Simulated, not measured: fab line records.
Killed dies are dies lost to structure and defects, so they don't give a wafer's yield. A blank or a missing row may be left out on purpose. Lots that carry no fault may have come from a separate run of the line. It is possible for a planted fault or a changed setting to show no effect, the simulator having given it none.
Which tool did it? + flow gf180mcu + 18 wafers from 6 lots sampled at 2 of the route's 602 steps

== WHAT THE GAUGES READ, wafer by wafer ==
GF_VT_IMPLANT_RS_MEAS_47: the measuring method here is four-point-probe.
| lot  | measured     | on            | NWELL_RS (ohm/sq) |
|------|--------------|---------------|-------------------|
| L811 | day 8 02:39  | film_metro-01 | 487.7 486.9 488.1 |
| L813 | day 8 18:59  | film_metro-01 | 489.3 488.5 490.0 |
| L816 | day 9 12:22  | film_metro-03 | 487.7 487.4 488.3 |
| L821 | day 10 19:17 | film_metro-01 | 488.4 489.1 488.4 |
| L825 | day 11 23:37 | film_metro-03 | 478.8 477.8 477.7 |
| L829 | day 13 06:03 | film_metro-03 | 485.7 487.9 486.3 |

== WHICH TOOL RAN EACH LOT (tool, then ch and the chambers of the sampled wafers, then the start) ==
| lot  | GF_NWELL_IMPLANT_08            |
|------|--------------------------------|
| L811 | implanter-02 ch 0, day 3 17:40 |
| L813 | implanter-03 ch 0, day 4 07:39 |
| L816 | implanter-03 ch 0, day 4 21:13 |
| L821 | implanter-03 ch 0, day 6 00:25 |
| L825 | implanter-03 ch 0, day 6 22:21 |
| L829 | implanter-04 ch 0, day 7 21:10 |
- GF_NWELL_IMPLANT_08

== THE ANSWER, worked out from the rows above alone ==
Rule: the lots themselves supply what counts as usual. The widest of any qualifying gaps counts: lots, ordered by their means at a reading, are off when they make up no more than a third of the lots, leave a main group of 4 or more, and stand apart from it by 3 or more times the standard deviation of that group's means. Not used: any main group whose means are identical at the precision the tables above print for the reading. Also off: a lot with no number at a reading for which 4 or more lots have one. Where the step has rows for the other lots, those lots are counted as sound.
Off: L825, at GF_VT_IMPLANT_RS_MEAS_47 (NWELL_RS). Main group: mean 488.0 ohm/sq, sd 0.91.
If a tool, at a process step before that reading, ran all the lots that are off and no sound lot after the first of them, it fits. Those tools and the gauges at GF_VT_IMPLANT_RS_MEAS_47 are tried in the same way. One fits: GF_NWELL_IMPLANT_08 on implanter-03. Its last sound lot is L821 (day 6 00:25), its first lot that is off L825 (day 6 22:21): a fault that began between those two fits.

== WHAT THE SIMULATOR PUT IN ==
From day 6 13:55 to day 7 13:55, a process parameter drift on implanter-03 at GF_NWELL_IMPLANT_08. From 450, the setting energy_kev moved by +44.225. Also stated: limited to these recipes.
Lots struck among those shown: L825. The rule given above showed the same thing.
